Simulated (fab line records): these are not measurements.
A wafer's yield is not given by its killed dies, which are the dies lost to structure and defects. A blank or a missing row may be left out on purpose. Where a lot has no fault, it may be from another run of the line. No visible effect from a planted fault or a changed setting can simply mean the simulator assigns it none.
fab line records + flow sky130
record
- lots=13
- wafers=39
- last_day=50
route steps=708 shown LOCAL_INTERCONNECT@405 METAL5@665 PASSIVATION@682 PAD_OPEN@702
lots that met no fault: taken from a fault-free run of the same line
start_h: start of the lot's first displayed wafer, in hours after the record's first day + wait_h: hours elapsed since this lot's preceding step + " as in the row above + L1.1+2: a single row standing in for several wafers + - either no value or no given start + * or withheld: withheld + < > ~ a bound
route shown NAME@n: NAME is a module with steps in the file, n the number in the route of the first one + usual: mean and standard deviation over wafers with no fault + same: alike in all rows + chamber/n: place in a boat + sites: the reading at each site + _std_site: the standard deviation of these + _edge_site: outer sites' mean less inner sites' + radius_mm: for every site, how far away it sits from the centre of the wafer + mask NAME#n: copy n + behind: the last tool/chamber to shape the wafer + hold: why the lot went on hold/how many hours it stayed there/how the hold came to an end + device: names the non-switching transistor (n, p or np) + end of line: the route-end tests of the same wafers + for a step that has no rows: nothing shown but its recipe + killed: not the wafer's yield, but the dies lost to structure and defects at the first sort + map: dies across one wafer; x = killed, . = not, _ = none there
set.NAME: setting as actually run; set.NAME@STEP: the setting as run at that earlier step + model.NAME: the simulator's own value behind a step, which no gauge read
one table for each step of the route and one row for each wafer, over a sample of lots
services: when a tool's chamber went out of use (start_h, in hours from the record's first day, below 0 if earlier), for how many hours, and the reason
## steps
# step SKY_LOCAL_INTERCONNECT_CLEAN_18
# recipe
- chemistry=O3/DIW
- dry=n2_spin
| lot.wafer  | tool         | chamber | start_h | wait_h |
|------------|--------------|---------|---------|--------|
| L186.2+3+6 | wet_bench-03 | 0       | 699.56  | 0.0    |
| L187.1+5+6 | wet_bench-03 | 3       | 714.68  | 0.0    |
| L188.1+4+5 | wet_bench-04 | 0       | 719.21  | 0.0    |
| L189.4+5+6 | wet_bench-04 | 2       | 731.96  | 0.0    |
| L192.1+3+6 | wet_bench-04 | 2       | 749.25  | 0.0    |
| L193.3+4+5 | wet_bench-04 | 1       | 758.43  | 0.0    |
| L194.1+3+6 | wet_bench-03 | 2       | 777.08  | 0.0    |
| L195.1+2+3 | wet_bench-04 | 3       | 777.46  | 0.0    |
| L202.2+3+4 | wet_bench-03 | 0       | 835.16  | 0.0    |
| L203.1+4+6 | wet_bench-03 | 3       | 846.74  | 0.0    |
| L206.4+5+6 | wet_bench-03 | 1       | 861.94  | 0.0    |
| L207.3+5+6 | wet_bench-01 | 1       | 864.26  | 0.0    |
| L208.2+4+5 | wet_bench-04 | 1       | 882.50  | 0.0    |
# step SKY_METAL5_SPUTTER_04
# recipe
- material=TiN
- target_thk_nm=70
- power_w=6500
- time_s=58.3
- chamber_pressure_pa=0.4078
# usual
- throttle_valve_pct=30.3/0.92
| lot.wafer | tool           | chamber | start_h | wait_h | throttle_valve_pct |
|-----------|----------------|---------|---------|--------|--------------------|
| L186.2    | pvd_sputter-03 | -       | 999.10  | 0.0    | 30.2               |
| L186.3    | "              | -       | "       | "      | 30.2               |
| L186.6    | "              | -       | "       | "      | 31.0               |
| L187.1    | pvd_sputter-03 | -       | 1011.69 | 0.0    | 30.6               |
| L187.5    | "              | -       | "       | "      | 30.2               |
| L187.6    | "              | -       | "       | "      | 30.2               |
| L188.1    | pvd_sputter-03 | -       | 1014.19 | 0.0    | 30.8               |
| L188.4    | "              | -       | "       | "      | 29.5               |
| L188.5    | "              | -       | "       | "      | 29.7               |
| L189.4    | pvd_sputter-01 | -       | 1030.27 | 0.0    | 31.2               |
| L189.5    | "              | -       | "       | "      | 31.8               |
| L189.6    | "              | -       | "       | "      | 27.7               |
| L192.1    | pvd_sputter-01 | -       | 1038.32 | 0.0    | 32.1               |
| L192.3    | "              | -       | "       | "      | 27.5               |
| L192.6    | "              | -       | "       | "      | 31.4               |
| L193.3    | pvd_sputter-03 | -       | 1046.96 | 0.0    | 30.9               |
| L193.4    | "              | -       | "       | "      | 30.4               |
| L193.5    | "              | -       | "       | "      | 30.1               |
| L194.1    | pvd_sputter-03 | -       | 1064.03 | 0.0    | 30.0               |
| L194.3    | "              | -       | "       | "      | 31.4               |
| L194.6    | "              | -       | "       | "      | 29.8               |
| L195.1    | pvd_sputter-04 | -       | 1064.03 | 0.0    | 29.5               |
| L195.2    | "              | -       | "       | "      | 30.5               |
| L195.3    | "              | -       | "       | "      | 30.4               |
| L202.2    | pvd_sputter-03 | -       | 1110.31 | 0.0    | 30.0               |
| L202.3    | "              | -       | "       | "      | 30.3               |
| L202.4    | "              | -       | "       | "      | 31.0               |
| L203.1    | pvd_sputter-04 | -       | 1119.31 | 0.0    | 29.8               |
| L203.4    | "              | -       | "       | "      | 30.4               |
| L203.6    | "              | -       | "       | "      | 29.4               |
| L206.4    | pvd_sputter-01 | -       | 1132.61 | 0.0    | 27.8               |
| L206.5    | "              | -       | "       | "      | 32.0               |
| L206.6    | "              | -       | "       | "      | 30.0               |
| L207.3    | pvd_sputter-03 | -       | 1132.96 | 0.0    | 30.8               |
| L207.5    | "              | -       | "       | "      | 30.4               |
| L207.6    | "              | -       | "       | "      | 29.9               |
| L208.2    | pvd_sputter-01 | -       | 1144.65 | 0.0    | 27.6               |
| L208.4    | "              | -       | "       | "      | 30.2               |
| L208.5    | "              | -       | "       | "      | 32.0               |
# step SKY_PASSIVATION_THK_MEAS_01
# recipe
- reads=SiO2_of_PASSIVATION_CVD_00
# usual
- PASSIVATION_CVD_00_THK=90.3/1.1
| lot.wafer | tool          | chamber | start_h | wait_h | PASSIVATION_CVD_00_THK[nm] |
|-----------|---------------|---------|---------|--------|----------------------------|
| L186.2    | film_metro-03 | -       | 1023.09 | -      | 88.5                       |
| L186.3    | "             | -       | "       | "      | 88.6                       |
| L186.6    | "             | -       | "       | "      | 90.5                       |
| L187.1    | film_metro-03 | -       | 1036.03 | -      | 88.2                       |
| L187.5    | "             | -       | "       | "      | 90.2                       |
| L187.6    | "             | -       | "       | "      | 90.4                       |
| L188.1    | film_metro-01 | -       | 1037.15 | -      | 87.2                       |
| L188.4    | "             | -       | "       | "      | 90.3                       |
| L188.5    | "             | -       | "       | "      | 90.1                       |
| L189.4    | film_metro-02 | -       | 1053.04 | -      | 91.1                       |
| L189.5    | "             | -       | "       | "      | 90.9                       |
| L189.6    | "             | -       | "       | "      | 90.5                       |
| L192.1    | film_metro-01 | -       | 1061.80 | -      | 89.6                       |
| L192.3    | "             | -       | "       | "      | 89.1                       |
| L192.6    | "             | -       | "       | "      | 91.0                       |
| L193.3    | film_metro-01 | -       | 1069.34 | -      | 90.3                       |
| L193.4    | "             | -       | "       | "      | 92.0                       |
| L193.5    | "             | -       | "       | "      | 92.9                       |
| L194.1    | film_metro-03 | -       | 1085.62 | -      | 90.0                       |
| L194.3    | "             | -       | "       | "      | 89.5                       |
| L194.6    | "             | -       | "       | "      | 91.0                       |
| L195.1    | film_metro-01 | -       | 1085.68 | -      | 89.9                       |
| L195.2    | "             | -       | "       | "      | 89.4                       |
| L195.3    | "             | -       | "       | "      | 87.5                       |
| L202.2    | film_metro-01 | -       | 1130.45 | -      | 89.5                       |
| L202.3    | "             | -       | "       | "      | 89.3                       |
| L202.4    | "             | -       | "       | "      | 90.9                       |
| L203.1    | film_metro-02 | -       | 1139.18 | -      | 90.4                       |
| L203.4    | "             | -       | "       | "      | 92.0                       |
| L203.6    | "             | -       | "       | "      | 91.0                       |
| L206.4    | film_metro-01 | -       | 1151.91 | -      | 90.0                       |
| L206.5    | "             | -       | "       | "      | 90.3                       |
| L206.6    | "             | -       | "       | "      | 90.5                       |
| L207.3    | film_metro-02 | -       | 1152.40 | -      | 91.3                       |
| L207.5    | "             | -       | "       | "      | 92.2                       |
| L207.6    | "             | -       | "       | "      | 91.6                       |
| L208.2    | film_metro-01 | -       | 1162.99 | -      | 90.4                       |
| L208.4    | "             | -       | "       | "      | 91.0                       |
| L208.5    | "             | -       | "       | "      | 91.8                       |
# step SKY_PAD_OPEN_STRIP_08
# recipe
- chemistry=O2/N2
- power_w=1400
- pressure_mtorr=1500
- platen_temp_c=withheld
- overash_fraction=0.7
- o2_flow_sccm=3000
- n2_flow_sccm=300
# usual
- drypump_motor_current_A=5.8/0.42
- oes_product_au=0.664/0.0053
- strip_time_to_endpoint_s=37.03/0.11
| lot.wafer | tool            | chamber | start_h | wait_h | drypump_motor_current_A | oes_product_au | rf_hours_counter_h | strip_time_to_endpoint_s |
|-----------|-----------------|---------|---------|--------|-------------------------|----------------|--------------------|--------------------------|
| L186.2    | plasma_asher-04 | 1       | 1067.82 | 0.1    | 6.3                     | 0.663          | 0                  | 37.12                    |
| L186.3    | "               | 0       | "       | "      | 5.6                     | 0.650          | -                  | 37.07                    |
| L186.6    | "               | 0       | "       | "      | 5.6                     | 0.667          | -                  | 37.22                    |
| L187.1    | plasma_asher-03 | 0       | 1078.65 | 0.1    | 5.7                     | 0.669          | 34                 | 37.10                    |
| L187.5    | "               | 0       | "       | "      | 5.7                     | 0.669          | -                  | 37.22                    |
| L187.6    | "               | 1       | "       | "      | 5.3                     | 0.671          | -                  | 37.19                    |
| L188.1    | plasma_asher-04 | 0       | 1078.87 | 0.1    | 5.6                     | 0.664          | 1                  | 37.11                    |
| L188.4    | "               | 0       | "       | "      | 5.6                     | 0.663          | -                  | 37.02                    |
| L188.5    | "               | 0       | "       | "      | 5.6                     | 0.672          | -                  | 37.11                    |
| L189.4    | plasma_asher-04 | 0       | 1095.20 | 0.1    | 5.6                     | 0.664          | -                  | 36.97                    |
| L189.5    | "               | 1       | "       | "      | 6.3                     | 0.665          | -                  | 37.03                    |
| L189.6    | "               | 0       | "       | "      | 5.6                     | 0.657          | -                  | 37.00                    |
| L192.1    | plasma_asher-04 | 1       | 1102.24 | 0.1    | 6.3                     | 0.660          | 4                  | 37.06                    |
| L192.3    | "               | 0       | "       | "      | 5.6                     | 0.653          | -                  | 36.91                    |
| L192.6    | "               | 1       | "       | "      | 6.3                     | 0.665          | -                  | 36.79                    |
| L193.3    | plasma_asher-03 | 1       | 1110.75 | 0.1    | 5.3                     | 0.665          | -                  | 37.16                    |
| L193.4    | "               | 0       | "       | "      | 5.7                     | 0.668          | -                  | 37.22                    |
| L193.5    | "               | 1       | "       | "      | 5.2                     | 0.659          | -                  | 37.27                    |
| L194.1    | plasma_asher-03 | 0       | 1126.15 | 0.1    | 5.7                     | 0.653          | 38                 | 37.05                    |
| L194.3    | "               | 0       | "       | "      | 5.7                     | 0.662          | -                  | 37.06                    |
| L194.6    | "               | 0       | "       | "      | 5.7                     | 0.668          | -                  | 36.92                    |
| L195.1    | plasma_asher-02 | 1       | 1126.29 | 0.1    | 6.2                     | 0.668          | 100                | 37.04                    |
| L195.2    | "               | 0       | "       | "      | 5.2                     | 0.671          | 100                | 37.06                    |
| L195.3    | "               | 1       | "       | "      | 6.2                     | 0.659          | -                  | 37.03                    |
| L202.2    | plasma_asher-02 | 1       | 1167.05 | 0.1    | 6.2                     | 0.655          | 104                | 37.02                    |
| L202.3    | "               | 1       | "       | "      | 6.2                     | 0.661          | -                  | 37.05                    |
| L202.4    | "               | 0       | "       | "      | 5.2                     | 0.656          | -                  | 37.01                    |
| L203.1    | plasma_asher-04 | 1       | 1174.84 | 0.1    | 6.3                     | 0.661          | 11                 | 36.99                    |
| L203.4    | "               | 1       | "       | "      | 6.3                     | 0.669          | -                  | 36.93                    |
| L203.6    | "               | 0       | "       | "      | 5.6                     | 0.668          | -                  | 37.10                    |
| L206.4    | plasma_asher-04 | 1       | 1185.67 | 0.1    | 6.4                     | 0.668          | -                  | 36.97                    |
| L206.5    | "               | 0       | "       | "      | 5.6                     | 0.664          | -                  | 36.95                    |
| L206.6    | "               | 1       | "       | "      | 6.4                     | 0.654          | -                  | 37.02                    |
| L207.3    | plasma_asher-04 | 1       | 1186.37 | 0.1    | 6.3                     | 0.670          | -                  | 36.86                    |
| L207.5    | "               | 0       | "       | "      | 5.6                     | 0.662          | -                  | 36.92                    |
| L207.6    | "               | 1       | "       | "      | 6.3                     | 0.670          | -                  | 37.11                    |
| L208.2    | plasma_asher-02 | 1       | 1195.50 | 0.1    | 6.2                     | 0.663          | 106                | 37.01                    |
| L208.4    | "               | 1       | "       | "      | 6.2                     | 0.657          | -                  | 36.99                    |
| L208.5    | "               | 1       | "       | "      | 6.2                     | 0.667          | -                  | 37.02                    |
# step SKY_PAD_OPEN_PROBE_99
# usual
- killed_at_M0_to_M3=44/6.3
- killed_at_M4_up=3.1/2
- killed_at_contacts=24/4.8
- killed_at_front_end=15/4.6
- killed_at_other=0.2/0.51
- killed_dies=87/8.4
- killed_open=48/6.4
- killed_short=39/5.9
# same
- gross_dies=492
- killed_at_back_side=0
| lot.wafer | tool      | chamber | start_h | wait_h | killed_at_M0_to_M3 | killed_at_M4_up | killed_at_contacts | killed_at_front_end | killed_at_other | killed_dies | killed_open | killed_short |
|-----------|-----------|---------|---------|--------|--------------------|-----------------|--------------------|---------------------|-----------------|-------------|-------------|--------------|
| L188.1    | prober-02 | -       | 1082.36 | 0.1    | 42                 | 3               | 26                 | 11                  | 0               | 82          | 53          | 29           |
| L188.4    | prober-02 | -       | 1082.51 | 0.2    | 47                 | 4               | 19                 | 15                  | 1               | 86          | 39          | 47           |
| L188.5    | prober-02 | -       | 1082.56 | 0.2    | 51                 | 1               | 26                 | 13                  | 1               | 92          | 60          | 32           |
| L193.3    | prober-01 | -       | 1113.08 | 0.2    | 37                 | 8               | 77                 | 19                  | 0               | 141         | 45          | 46           |
| L193.4    | prober-01 | -       | 1113.13 | 0.2    | 36                 | 3               | 77                 | 12                  | 0               | 128         | 35          | 43           |
| L193.5    | prober-01 | -       | 1113.18 | 0.2    | 41                 | 4               | 75                 | 11                  | 0               | 131         | 46          | 35           |
| L195.1    | prober-01 | -       | 1128.50 | 0.1    | 31                 | 2               | 83                 | 9                   | 0               | 125         | 38          | 29           |
| L195.2    | prober-01 | -       | 1128.55 | 0.1    | 37                 | 6               | 80                 | 13                  | 0               | 136         | 33          | 46           |
| L195.3    | prober-01 | -       | 1128.60 | 0.2    | 37                 | 2               | 76                 | 16                  | 0               | 131         | 39          | 35           |
| L203.1    | prober-02 | -       | 1177.05 | 0.1    | 36                 | 0               | 27                 | 14                  | 2               | 79          | 39          | 40           |
| L203.4    | prober-02 | -       | 1177.20 | 0.2    | 43                 | 0               | 33                 | 11                  | 0               | 87          | 50          | 37           |
| L203.6    | prober-02 | -       | 1177.30 | 0.2    | 45                 | 3               | 34                 | 13                  | 0               | 95          | 56          | 39           |
# killed by level:class
L188.1 VIA1:geometric_particle:open=13 CONTACT:geometric_particle:open=9 LI_CONTACT:geometric_particle:open=6 POLY_GATE:geometric_particle:open=5 VIA3:geometric_particle:open=5 METAL2:geometric_particle:short=5 LOCAL_INTERCONNECT:geometric_particle:open=4 LOCAL_INTERCONNECT:geometric_particle:short=4
L188.4 METAL1:geometric_particle:short=9 LI_CONTACT:geometric_particle:open=8 VIA1:geometric_particle:open=8 VIA2:geometric_particle:open=7 CONTACT:geometric_particle:open=6 METAL2:geometric_particle:short=6 VIA2:geometric_particle:short=5 VIA1:geometric_particle:short=5
L188.5 VIA1:geometric_particle:open=12 LI_CONTACT:geometric_particle:open=11 VIA2:geometric_particle:open=10 CONTACT:geometric_particle:open=9 VIA3:geometric_particle:open=9 FIELD_ISO:geometric_particle:short=6 METAL1:geometric_particle:short=5 METAL2:geometric_particle:short=4
L193.3 LOCAL_INTERCONNECT:unspecified=50 VIA1:geometric_particle:open=9 CONTACT:geometric_particle:open=8 METAL1:geometric_particle:short=7 METAL2:geometric_particle:short=6 LI_CONTACT:geometric_particle:open=6 FIELD_ISO:geometric_particle:open=5 CONTACT:geometric_particle:short=5
L193.4 LOCAL_INTERCONNECT:unspecified=50 LOCAL_INTERCONNECT:geometric_particle:short=7 CONTACT:geometric_particle:short=7 VIA1:geometric_particle:open=7 METAL2:geometric_particle:short=7 LI_CONTACT:geometric_particle:open=5 CONTACT:geometric_particle:open=5 FIELD_ISO:geometric_particle:open=4
L193.5 LOCAL_INTERCONNECT:unspecified=50 VIA1:geometric_particle:open=13 CONTACT:geometric_particle:open=9 CONTACT:geometric_particle:short=7 POLY_GATE:geometric_particle:open=5 METAL1:geometric_particle:short=5 METAL1:geometric_particle:open=5 METAL2:geometric_particle:short=4
L195.1 LOCAL_INTERCONNECT:unspecified=58 CONTACT:geometric_particle:open=8 VIA1:geometric_particle:open=6 CONTACT:geometric_particle:short=6 VIA2:geometric_particle:open=6 LI_CONTACT:geometric_particle:open=5 METAL1:geometric_particle:short=5 VIA3:geometric_particle:open=4
L195.2 LOCAL_INTERCONNECT:unspecified=57 LI_CONTACT:geometric_particle:short=6 LI_CONTACT:geometric_particle:open=6 METAL1:geometric_particle:short=6 VIA3:geometric_particle:open=6 VIA1:geometric_particle:open=5 VIA1:geometric_particle:short=5 METAL4:geometric_particle:short=5
L195.3 LOCAL_INTERCONNECT:unspecified=57 VIA1:geometric_particle:open=10 LI_CONTACT:geometric_particle:open=9 FIELD_ISO:geometric_particle:short=5 VIA2:geometric_particle:short=5 VIA2:geometric_particle:open=5 POLY_GATE:geometric_particle:open=4 LI_CONTACT:geometric_particle:short=4
L203.1 CONTACT:geometric_particle:open=10 VIA1:geometric_particle:open=7 CONTACT:geometric_particle:short=6 LI_CONTACT:geometric_particle:open=5 METAL1:geometric_particle:short=5 VIA1:geometric_particle:short=5 METAL2:geometric_particle:short=5 FIELD_ISO:geometric_particle:open=4
L203.4 CONTACT:geometric_particle:open=15 VIA1:geometric_particle:open=9 VIA1:geometric_particle:short=8 LI_CONTACT:geometric_particle:open=7 VIA3:geometric_particle:open=7 VIA2:geometric_particle:open=6 LI_CONTACT:geometric_particle:short=5 POLY_GATE:geometric_particle:short=4
L203.6 VIA1:geometric_particle:open=13 LI_CONTACT:geometric_particle:short=10 LI_CONTACT:geometric_particle:open=10 CONTACT:geometric_particle:open=8 VIA2:geometric_particle:open=8 VIA1:geometric_particle:short=7 FIELD_ISO:geometric_particle:open=5 VIA3:geometric_particle:open=5
## services
| tool            | chamber | start_h | hours | kind   |
|-----------------|---------|---------|-------|--------|
| pvd_sputter-03  | -       | 680.16  | 4.4   | repair |
| pvd_sputter-01  | -       | 688.36  | 1.6   | repair |
| wet_bench-04    | -       | 693.44  | 15.0  | repair |
| pvd_sputter-01  | -       | 706.86  | 1.1   | repair |
| plasma_asher-03 | -       | 726.33  | 2.0   | repair |
| plasma_asher-04 | -       | 727.83  | 0.9   | repair |
| plasma_asher-03 | -       | 733.75  | 9.0   | pm     |
| plasma_asher-04 | -       | 741.54  | 3.8   | repair |
| plasma_asher-04 | -       | 764.80  | 9.6   | repair |
| plasma_asher-03 | -       | 765.52  | 0.5   | repair |
| plasma_asher-03 | -       | 857.49  | 4.1   | repair |
| plasma_asher-04 | -       | 862.17  | 14.6  | pm     |
| pvd_sputter-01  | -       | 865.20  | 1.9   | repair |
| pvd_sputter-01  | -       | 887.18  | 3.8   | repair |
| plasma_asher-03 | -       | 904.30  | 2.8   | pm     |
| pvd_sputter-03  | -       | 911.61  | 21.2  | repair |
| pvd_sputter-01  | -       | 914.43  | 2.3   | repair |
| pvd_sputter-01  | -       | 993.96  | 13.2  | repair |
| plasma_asher-04 | -       | 1018.18 | 0.6   | repair |
| plasma_asher-04 | -       | 1055.25 | 9.0   | pm     |
| wet_bench-04    | -       | 1056.34 | 1.2   | repair |
| wet_bench-04    | -       | 1061.08 | 49.9  | repair |
| pvd_sputter-01  | -       | 1139.45 | 2.7   | repair |
| pvd_sputter-03  | -       | 1143.09 | 0.6   | repair |
## key
first_sign
- step=SKY_PAD_OPEN_PROBE_99
- reading=killed_at_contacts
- direction=up
- sigmas=11
- usual=24
- struck=78
effect
- step=SKY_PAD_OPEN_PROBE_99
- reading=killed_dies
- direction=up
- sigmas=5.3
- usual=87
- struck=132
met_at SKY_LOCAL_INTERCONNECT_CLEAN_18
struck_lots L193,L195
tester_left_out L193,L195
not_acting_at SKY_METAL5_SPUTTER_04,SKY_PASSIVATION_THK_MEAS_01,SKY_PAD_OPEN_STRIP_08
onset_between 749.25 758.43
fault
- kind=chamber_particle_source
- tool=wet_bench-04
- chamber=-
- onset_h=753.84
- steps=SKY_LOCAL_INTERCONNECT_CLEAN_18
- rate_per_visit_cm2=1.5262
- end_h=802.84
# tester_left_out: of these lots the tester's yield and bins aren't shown, on N5 and GAA mostly nor the transistor test; their killed dies are dies lost to structure and defects alone, not to doping, threshold or leakage, so they don't give the yield
